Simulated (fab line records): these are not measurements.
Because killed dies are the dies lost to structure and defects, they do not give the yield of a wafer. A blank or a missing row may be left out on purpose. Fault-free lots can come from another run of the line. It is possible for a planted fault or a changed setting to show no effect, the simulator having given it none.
Which tool was responsible?    flow sfq line    13 lots with 39 wafers sampled at 2 steps, on a route of 325 steps

WHAT THE GAUGES READ, wafer by wafer
SFQ_M4_RS_MEAS_924: uses a four-point probe to measure.
lot   measured      on             M4_NB_RS (ohm/sq)
L956  day 41 03:34  film metro-03  0.878 0.900 0.876
L958  day 41 11:26  film metro-02  0.874 0.883 1.032
L965  day 44 17:10  film metro-02  0.872 0.878 0.902
L967  day 44 19:34  film metro-02  0.862 0.869 0.868
L969  day 44 23:11  film metro-01  0.886 0.889 0.891
L970  day 45 00:22  film metro-03  0.902 0.867 0.881
L972  day 45 04:04  film metro-03  0.896 0.897 0.893
L973  day 45 05:14  film metro-02  0.869 0.863 0.868
L974  day 50 05:14  film metro-02  0.893 0.904 0.894
L975  day 51 05:33  film metro-01  0.874 0.884 0.879
L976  day 51 07:21  film metro-01  0.882 0.877 0.878
L977  day 51 13:43  film metro-01  0.871 0.872 0.881
L978  day 53 01:35  film metro-02  0.895 0.890 0.896

WHICH TOOL RAN EACH LOT (tool, then ch and the chambers of the sampled wafers, then the start)
lot   SFQ_TRILAYER_M4_DEP_SPUTTER_091
L956  pvd sputter-06, day 41 03:27
L958  pvd sputter-06, day 41 11:20
L965  pvd sputter-06, day 44 17:03
L967  pvd sputter-05, day 44 19:27
L969  pvd sputter-04, day 44 23:03
L970  pvd sputter-06, day 45 00:15
L972  pvd sputter-04, day 45 03:57
L973  pvd sputter-06, day 45 05:09
L974  pvd sputter-04, day 50 05:07
L975  pvd sputter-04, day 51 05:28
L976  pvd sputter-06, day 51 07:16
L977  pvd sputter-06, day 51 13:36
L978  pvd sputter-04, day 53 01:28
- SFQ_TRILAYER_M4_DEP_SPUTTER_091: material Nb, target thk 200 nm, time 133.3 s.

WHAT THE TOOLS THEMSELVES READ (means of the sampled wafers that have a number; where no wafer has one, the mark that the record gives instead)
SFQ_TRILAYER_M4_DEP_SPUTTER_091.
lot   tool            throttle valve pct (%)
L956  pvd sputter-06  28.8
L958  pvd sputter-06  29.1
L965  pvd sputter-06  29.0
L967  pvd sputter-05  29.1
L969  pvd sputter-04  29.9
L970  pvd sputter-06  28.9
L972  pvd sputter-04  29.1
L973  pvd sputter-06  29.8
L974  pvd sputter-04  28.3
L975  pvd sputter-04  29.0
L976  pvd sputter-06  29.0
L977  pvd sputter-06  29.1
L978  pvd sputter-04  30.2

THE ANSWER, worked out from the rows above alone
Rule: the usual values come from the lots themselves. The widest of any qualifying gaps counts: lots, ordered by their means at a reading, are off when they make up no more than a third of the lots, leave a main group of 4 or more, and stand apart from it by 3 or more times the standard deviation of that group's means. Not used: any main group whose means are identical at the precision the tables above print for the reading. Also off: a lot with no number at a reading for which 4 or more lots have one. Any other lot the step has rows for is counted as sound. The gauges are gone through in route order, then the tools' own readings, and for those a lot's mean is taken as printed above. The first step at which some lot is off is used, and at that step the reading that is off furthest; a lot without a number counts as furthest.
Off: L958, seen at SFQ_M4_RS_MEAS_924 (M4_NB_RS). Mean 0.883 ohm/sq and standard deviation 0.0098 in the main group.
If a tool, at a process step before that reading, ran all the lots that are off and no sound lot after the first of them, it fits. The gauges at SFQ_M4_RS_MEAS_924 are tried like those tools. No candidate that was tried fits.

WHAT THE SIMULATOR HAD INSERTED
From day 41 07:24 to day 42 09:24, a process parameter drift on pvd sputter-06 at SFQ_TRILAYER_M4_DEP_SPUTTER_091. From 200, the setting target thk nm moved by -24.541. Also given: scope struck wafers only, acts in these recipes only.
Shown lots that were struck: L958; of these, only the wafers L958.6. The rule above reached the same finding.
